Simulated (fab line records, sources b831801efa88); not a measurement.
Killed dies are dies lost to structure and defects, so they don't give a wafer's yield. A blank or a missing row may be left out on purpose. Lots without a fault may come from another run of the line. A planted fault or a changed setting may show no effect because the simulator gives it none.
Which tool did it? | flow gf180mcu | 6 lots, 18 wafers sampled, at 3 steps of a route of 602

WHAT THE GAUGES READ, wafer by wafer
GF_SAB_THK_MEAS_01.
lot  | measured     | on            | SAB_CVD_00_THK (nm)
L987 | day 15 19:55 | film_metro-04 | 49.4 49.0 50.2
L990 | day 16 23:38 | film_metro-02 | 49.4 49.8 50.6
L993 | day 18 03:43 | film_metro-04 | 49.4 50.4 50.7
L997 | day 20 02:17 | film_metro-04 | 50.6 50.5 51.3
L999 | day 20 06:30 | film_metro-02 | 49.2 49.4 49.7
L103 | day 21 15:48 | film_metro-02 | 49.0 50.3 50.9

WHICH TOOL RAN EACH LOT (tool, then ch and the chambers of the sampled wafers, then the start)
lot  | GF_DNWELL_COAT_02                | GF_DNWELL_STRIP_08
L987 | litho_track-04 ch 0, day 3 08:16 | plasma_asher-03 ch 0,1, day 3 15:06
L990 | litho_track-03 ch 0, day 4 02:20 | plasma_asher-01 ch 0,1, day 4 09:23
L993 | litho_track-04 ch 0, day 4 17:09 | plasma_asher-01 ch 0,1, day 5 00:13
L997 | litho_track-04 ch 0, day 5 17:55 | plasma_asher-04 ch 0,1, day 6 01:34
L999 | litho_track-03 ch 0, day 6 03:31 | plasma_asher-01 ch 0,1, day 6 11:35
L103 | litho_track-02 ch 0, day 7 01:47 | plasma_asher-01 ch 0,1, day 7 09:50
- GF_DNWELL_COAT_02: resist thk 3000 nm.
- GF_DNWELL_STRIP_08: strips in O2/N2.

THE ANSWER, worked out from the rows above alone
Rule: what is usual is taken from the lots themselves. Put in order of their means at a reading, lots are off if they are a third of the lots or fewer, leave a main group of 4 or more, and stand apart from it by a gap of 3 or more times the standard deviation of the main group's means; of several such gaps the widest counts. A main group whose means are all the same, to the digits that the tables above print for the reading, isn't used. A lot without any number at a reading at which 4 lots or more have one is off too. The other lots that the step has rows for count as sound.
No lot is off at any reading shown: from this, nothing can be told.

WHAT THE SIMULATOR HAD PUT IN
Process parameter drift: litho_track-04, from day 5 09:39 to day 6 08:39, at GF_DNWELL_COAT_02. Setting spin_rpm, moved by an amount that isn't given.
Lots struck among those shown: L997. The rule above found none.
